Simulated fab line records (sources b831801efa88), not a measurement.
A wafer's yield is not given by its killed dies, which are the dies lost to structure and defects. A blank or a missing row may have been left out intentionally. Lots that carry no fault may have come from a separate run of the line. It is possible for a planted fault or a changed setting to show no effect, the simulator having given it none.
Matching of chambers	flow sky130	rieDiel-01 running SKY_VIA4_ETCH_12: 4 sister chambers
The step etches SiO2 in C4F8/O2/Ar, stops on TiN, target depth 580 nm. 8 wafers are shown with their chamber, then 8 later ones without.

WAFERS WITH THEIR CHAMBER
wafer	chamber	oesProductAu (a.u.)
L079.3	0	0.926
L079.5	2	0.916
L082.1	2	0.921
L082.2	1	0.925
L086.2	0	0.922
L086.4	3	0.928
L086.5	1	0.929
L088.1	3	0.927

WAFERS WHOSE CHAMBER IS MISSING
wafer	oesProductAu (a.u.)
L088.2	0.930
L088.3	0.930
L088.4	0.921
L088.5	0.928
L088.6	0.928
L092.1	0.933
L092.4	0.935
L092.5	0.931

CHAMBER TAKEN BY EACH
wafer	from the rows above	in truth
L088.2	can't be placed: 3 or 1 or 0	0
L088.3	can't be placed: 3 or 1 or 0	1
L088.4	can't be placed: 2 or 0 or 1 or 3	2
L088.5	can't be placed: 3 or 1 or 0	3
L088.6	can't be placed: 3 or 1 or 0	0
L092.1	can't be placed: 3 or 1 or 0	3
L092.4	can't be placed: 3 or 1 or 0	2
L092.5	can't be placed: 3 or 1 or 0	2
Correct placement for 0 of the 8. Can't be placed from these rows: 8 (the true chamber is among the candidates in 6). Number placed wrongly: 0.
How it was worked out, from the rows above alone: a wafer's distance from a chamber is the root of the sum, over the readings, of the square of ((its reading less the chamber's mean) divided by the reading's scatter). The wafer belongs to the nearest chamber; if the next one is less than 2 further off, it can't be placed. Each chamber's mean is taken over the wafers shown for it. The scatter: the root of (the sum of the squares of (reading less its chamber's mean) over the shown wafers, divided by (wafers less chambers)).
